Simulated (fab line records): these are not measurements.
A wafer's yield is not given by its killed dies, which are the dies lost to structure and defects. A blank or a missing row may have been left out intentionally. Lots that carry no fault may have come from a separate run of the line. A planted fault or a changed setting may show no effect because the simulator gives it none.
Which tool did it? | flow sky130 | 14 lots with 42 wafers sampled at 5 steps, on a route of 708 steps

== WHAT THE GAUGES SHOWED, per wafer ==
SKY_SONOS_TUNNEL_CD_MEAS_07: the cd target is 410 nm.
lot  | measured     | on        | cd-nm (nm)
L595 | day 11 03:41 | cd-sem-01 | 408.6 407.5 406.0
L597 | day 11 23:30 | cd-sem-02 | 410.5 412.9 410.8
L598 | day 12 06:41 | cd-sem-02 | 408.2 407.1 407.8
L599 | day 12 11:46 | cd-sem-02 | 407.6 409.0 409.5
L600 | day 12 15:30 | cd-sem-02 | 408.6 409.3 408.6
L602 | day 13 11:47 | cd-sem-01 | 405.3 406.4 406.8
L603 | day 13 15:23 | cd-sem-01 | 408.3 409.0 409.6
L604 | day 13 20:47 | cd-sem-01 | 412.1 414.2 415.2
L605 | day 14 10:59 | cd-sem-02 | 411.1 409.0 410.2
L606 | day 14 21:53 | cd-sem-01 | 409.2 408.5 408.5
L607 | day 15 04:22 | cd-sem-01 | 408.8 410.3 411.9
L608 | day 15 10:49 | cd-sem-02 | 413.0 411.7 410.1
L609 | day 15 20:41 | cd-sem-01 | 408.4 408.6 410.0
L610 | day 16 01:54 | cd-sem-01 | 407.2 408.7 409.3

SKY_SONOS_TUNNEL_TW_MEAS_12.
lot  | measured     | on            | SONOS_TUNNEL_TW
L595 | day 11 04:16 | film-metro-04 | 199.7 198.9 199.2
L597 | day 12 00:04 | film-metro-01 | 194.4 194.6 194.3
L598 | day 12 07:16 | film-metro-04 | 199.6 199.5 199.8
L599 | day 12 12:19 | film-metro-03 | 197.7 197.6 197.6
L600 | day 12 16:04 | film-metro-01 | 195.5 195.5 195.5
L602 | day 13 12:22 | film-metro-01 | 196.0 195.6 194.9
L603 | day 13 15:57 | film-metro-03 | 196.9 196.5 196.3
L604 | day 13 21:22 | film-metro-01 | 194.5 194.3 194.7
L605 | day 14 11:33 | film-metro-01 | 195.5 194.3 195.3
L606 | day 14 22:28 | film-metro-04 | 200.2 200.3 200.3
L607 | day 15 04:55 | film-metro-04 | 199.4 198.8 199.1
L608 | day 15 11:23 | film-metro-03 | 196.6 197.1 196.9
L609 | day 15 21:15 | film-metro-04 | 199.7 199.0 199.9
L610 | day 16 02:28 | film-metro-03 | 197.0 199.0 197.2

SKY_POLY_GATE_THK_MEAS_01.
lot  | measured     | on            | POLY_GATE_CVD_00_THK (nm)
L595 | day 13 14:49 | film-metro-03 | 178.0 178.5 178.6
L597 | day 14 13:33 | film-metro-03 | 181.5 181.2 182.8
L598 | day 14 21:49 | film-metro-03 | 180.4 181.2 181.3
L599 | day 15 07:55 | film-metro-02 | 181.3 181.3 181.1
L600 | day 15 05:08 | film-metro-01 | 182.4 180.9 181.0
L602 | day 16 09:11 | film-metro-03 | 181.1 181.6 181.3
L603 | day 16 12:08 | film-metro-03 | 177.1 177.2 178.2
L604 | day 16 15:49 | film-metro-01 | 182.7 182.8 181.6
L605 | day 17 06:20 | film-metro-01 | 181.0 181.1 182.4
L606 | day 17 18:07 | film-metro-01 | 181.4 181.4 179.9
L607 | day 18 03:44 | film-metro-02 | 181.0 181.2 181.9
L608 | day 18 07:47 | film-metro-03 | 182.1 184.7 182.3
L609 | day 18 20:05 | film-metro-03 | 186.7 187.4 187.6
L610 | day 18 23:08 | film-metro-03 | 186.5 187.6 185.8

== WHICH TOOL RAN EACH LOT (tool, then ch and the chambers of the sampled wafers, then the start) ==
lot  | SKY_GATE_OXIDE_STRIP_13              | SKY_POLY_GATE_CVD_00
L595 | plasma-asher-02 ch 0,1, day 13 11:52 | lpcvd-01 ch 1, day 13 13:37
L597 | plasma-asher-01 ch 0,1, day 14 08:30 | lpcvd-01 ch 1, day 14 12:20
L598 | plasma-asher-02 ch 0,1, day 14 18:53 | lpcvd-01 ch 1, day 14 20:37
L599 | plasma-asher-02 ch 0,1, day 15 03:00 | lpcvd-01 ch 1, day 15 06:43
L600 | plasma-asher-01 ch 0,1, day 15 01:05 | lpcvd-01 ch 0, day 15 03:55
L602 | plasma-asher-02 ch 0,1, day 16 05:12 | lpcvd-01 ch 1, day 16 07:59
L603 | plasma-asher-03 ch 0,1, day 16 07:26 | lpcvd-01 ch 0, day 16 10:56
L604 | plasma-asher-01 ch 0,1, day 16 12:53 | lpcvd-01 ch 1, day 16 14:37
L605 | plasma-asher-02 ch 0,1, day 17 02:13 | lpcvd-01 ch 0, day 17 05:08
L606 | plasma-asher-03 ch 0,1, day 17 14:13 | lpcvd-01 ch 1, day 17 16:19
L607 | plasma-asher-03 ch 0,1, day 18 00:47 | lpcvd-01 ch 0, day 18 02:32
L608 | plasma-asher-02 ch 0,1, day 18 04:16 | lpcvd-01 ch 1, day 18 05:58
L609 | plasma-asher-02 ch 0,1, day 18 15:58 | lpcvd-01 ch 0, day 18 18:53
L610 | plasma-asher-01 ch 1, day 18 19:48   | lpcvd-01 ch 0, day 18 21:56
- SKY_GATE_OXIDE_STRIP_13: strips in O2/N2.
- SKY_POLY_GATE_CVD_00: deposits poly-Si, target thk 180 nm, time 720 s.

== WHAT THE TOOLS THEMSELVES READ (means of the sampled wafers that have a number; where no wafer has one, the mark that the record gives instead) ==
SKY_GATE_OXIDE_STRIP_13.
lot  | tool            | drypump-motor-current-A (A) | oes-product-au (a.u.) | strip-time-to-endpoint-s (s)
L595 | plasma-asher-02 | 5.62                        | 0.715                 | 14.25
L597 | plasma-asher-01 | 5.79                        | 0.718                 | 14.15
L598 | plasma-asher-02 | 5.64                        | 0.720                 | 14.19
L599 | plasma-asher-02 | 5.65                        | 0.715                 | 14.24
L600 | plasma-asher-01 | 5.62                        | 0.718                 | 14.19
L602 | plasma-asher-02 | 5.63                        | 0.719                 | 14.16
L603 | plasma-asher-03 | 5.65                        | 0.720                 | 14.24
L604 | plasma-asher-01 | 5.63                        | 0.711                 | 14.27
L605 | plasma-asher-02 | 5.65                        | 0.716                 | 14.19
L606 | plasma-asher-03 | 5.77                        | 0.718                 | 14.16
L607 | plasma-asher-03 | 5.80                        | 0.717                 | 14.12
L608 | plasma-asher-02 | 5.63                        | 0.713                 | 14.17
L609 | plasma-asher-02 | 5.64                        | 0.717                 | 14.24
L610 | plasma-asher-01 | 5.46                        | 0.714                 | 14.17

SKY_POLY_GATE_CVD_00.
lot  | tool     | zone-power-bottom-pct (%)
L595 | lpcvd-01 | 10.3
L597 | lpcvd-01 | 10.5
L598 | lpcvd-01 | 10.2
L599 | lpcvd-01 | 10.3
L600 | lpcvd-01 | 12.1
L602 | lpcvd-01 | 10.3
L603 | lpcvd-01 | 12.2
L604 | lpcvd-01 | 10.3
L605 | lpcvd-01 | 12.2
L606 | lpcvd-01 | 10.4
L607 | lpcvd-01 | 12.2
L608 | lpcvd-01 | 10.3
L609 | lpcvd-01 | 12.1
L610 | lpcvd-01 | 12.1

== THE ANSWER, worked out from the rows above alone ==
Rule: what is usual is taken from the lots themselves. The widest of any qualifying gaps counts: lots, ordered by their means at a reading, are off when they make up no more than a third of the lots, leave a main group of 4 or more, and stand apart from it by 3 or more times the standard deviation of that group's means. A main group whose means are all the same, to the digits that the tables above print for the reading, isn't used. A lot without any number at a reading at which 4 lots or more have one is off too. Any other lot the step has rows for is counted as sound. First the gauges in route order, then the tools' own readings, where a lot's mean is used as printed above. The first step at which some lot is off is used, and at that step the reading that is off furthest; a lot without a number counts as furthest.
Nothing can be told from this: no lot is off at any reading shown.

== WHAT THE SIMULATOR HAD PUT IN ==
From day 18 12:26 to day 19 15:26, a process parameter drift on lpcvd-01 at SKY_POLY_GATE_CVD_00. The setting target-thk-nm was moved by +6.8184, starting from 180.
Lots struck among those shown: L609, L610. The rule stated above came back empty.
